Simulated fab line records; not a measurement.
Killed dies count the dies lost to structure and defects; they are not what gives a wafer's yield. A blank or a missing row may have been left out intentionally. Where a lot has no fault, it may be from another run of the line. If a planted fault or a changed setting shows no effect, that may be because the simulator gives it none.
Chamber matching | flow sky130 | SKY_VIA2_HDPCVD_00 on hdpcvd-01 has 3 sister chambers
The step deposits SiO2, target thk 1180 nm, time 196.7 s. 14 wafers are shown with their chamber, then 7 later ones without.

WAFERS WITH THEIR CHAMBER
wafer  | chamber | runLengthS (s)
L265.1 | 1       | 224.7
L265.3 | 0       | 224.8
L265.5 | 2       | 224.9
L267.1 | 2       | 224.5
L267.5 | 1       | 224.9
L267.6 | 0       | 225.6
L271.2 | 0       | 224.8
L271.5 | 0       | 225.6
L271.6 | 1       | 224.6
L272.2 | 2       | 224.8
L272.4 | 1       | 225.3
L272.6 | 2       | 224.5
L283.1 | 2       | 224.6
L283.2 | 1       | 224.7

SIGNATURES, as means of the wafers listed above
reading    | chamber 0 | chamber 1 | chamber 2 | scatter within a chamber
runLengthS | 225.200   | 224.840   | 224.660   | 0.314
Rule: a wafer lies at a distance from a chamber equal to the root of the sum of squares, over the readings, of (its reading less the chamber's mean, divided by the reading's scatter). If the next closest chamber is less than 2 further off than the closest, the wafer can't be placed; otherwise it belongs to the closest. The scatter: take each reading less its chamber's mean, square it, sum over the shown wafers, divide by the number of wafers less the number of chambers, and take the root.

WAFERS WHOSE CHAMBER IS MISSING
wafer  | runLengthS (s)
L283.6 | 224.6
L285.1 | 224.8
L285.2 | 225.2
L285.5 | 225.1
L287.1 | 224.8
L287.3 | 225.0
L287.5 | 224.6

EACH ONE'S CHAMBER
wafer  | from the rows above          | in truth
L283.6 | can't be placed: 2 or 1 or 0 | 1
L285.1 | can't be placed: 1 or 2 or 0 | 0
L285.2 | can't be placed: 0 or 1 or 2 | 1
L285.5 | can't be placed: 0 or 1 or 2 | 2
L287.1 | can't be placed: 1 or 2 or 0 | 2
L287.3 | can't be placed: 1 or 0 or 2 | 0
L287.5 | can't be placed: 2 or 1 or 0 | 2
Correct placement for 0 of the 7. Unplaceable from these rows: 7, with the true chamber sitting among the candidates in 7. Number placed wrongly: 0.
